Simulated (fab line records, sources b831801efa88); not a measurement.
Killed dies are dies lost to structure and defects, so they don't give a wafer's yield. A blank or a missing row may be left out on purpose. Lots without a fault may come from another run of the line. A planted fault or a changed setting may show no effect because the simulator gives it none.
One fault seen from 2 desks | flow sky130 | each desk has only its own numbers; what lay behind them comes last

THE METROLOGY DESK
What the gauges read, lot by lot, whatever tool the lot ran on: means of the sampled wafers that have a number. A lot is out of limits, marked OUT, if its mean lies more than 4 standard deviations from the usual mean; the brackets give that distance.
Columns: A = cd_nm at SKY_POLY_CUT_CD_MEAS_08, usual 269.7 nm; B = POLY_CUT_OVL at SKY_POLY_CUT_OVL_MEAS_09, usual 4 nm
lot  | first seen here | A     | B
L657 | day 25 17:10    | 268.7 | 6
L661 | day 26 09:01    | 268.4 | 6
L671 | day 29 10:23    | 271.0 | 3
L674 | day 30 02:53    | 268.1 | 1
L678 | day 31 20:44    | 268.4 | -0
L679 | day 32 01:20    | 268.4 | -1
This desk's finding: nothing out of limits on any of the 6 lots.

THE TOOL OWNER'S DESK: rie_diel-03
The tool's own readings at SKY_POLY_CUT_ETCH_11 (etches Si3N4 in CF4/CH2F2/Ar, stops on poly-Si, time 42.5 s, target depth 60 nm): means of the sampled wafers that have a number, for each lot that ran on this tool. A lot is out of limits, marked OUT, if its mean lies more than 4 standard deviations from the usual mean; the brackets give that distance.
Columns: A = ch2f2_flow_sccm at SKY_POLY_CUT_ETCH_11, usual 20.00 sccm; B = drypump_motor_current_A at SKY_POLY_CUT_ETCH_11, usual 6.0 A; C = mfc_ar_sccm at SKY_POLY_CUT_ETCH_11, usual 150.0 sccm; D = oes_product_au at SKY_POLY_CUT_ETCH_11, usual 0.826 a.u.; E = throttle_valve_pct at SKY_POLY_CUT_ETCH_11, usual 14.994 %
lot  | first seen here | A     | B   | C     | D     | E
L657 | day 25 17:21    | 19.96 | 6.1 | 150.2 | 0.828 | 14.998
L661 | day 26 09:09    | 20.01 | 6.0 | 149.7 | 0.828 | 14.995
L671 | day 29 10:35    | 20.00 | 5.7 | 149.7 | 0.830 | 15.002
L674 | day 30 03:05    | 20.00 | 6.1 | 150.0 | 0.826 | 14.993
This desk's finding: nothing out of limits on any of the 4 lots.

PUT TOGETHER
The metrology desk saw nothing out of limits.
The tool owner's desk saw nothing out of limits.

WHAT THE SIMULATOR HAD PUT IN
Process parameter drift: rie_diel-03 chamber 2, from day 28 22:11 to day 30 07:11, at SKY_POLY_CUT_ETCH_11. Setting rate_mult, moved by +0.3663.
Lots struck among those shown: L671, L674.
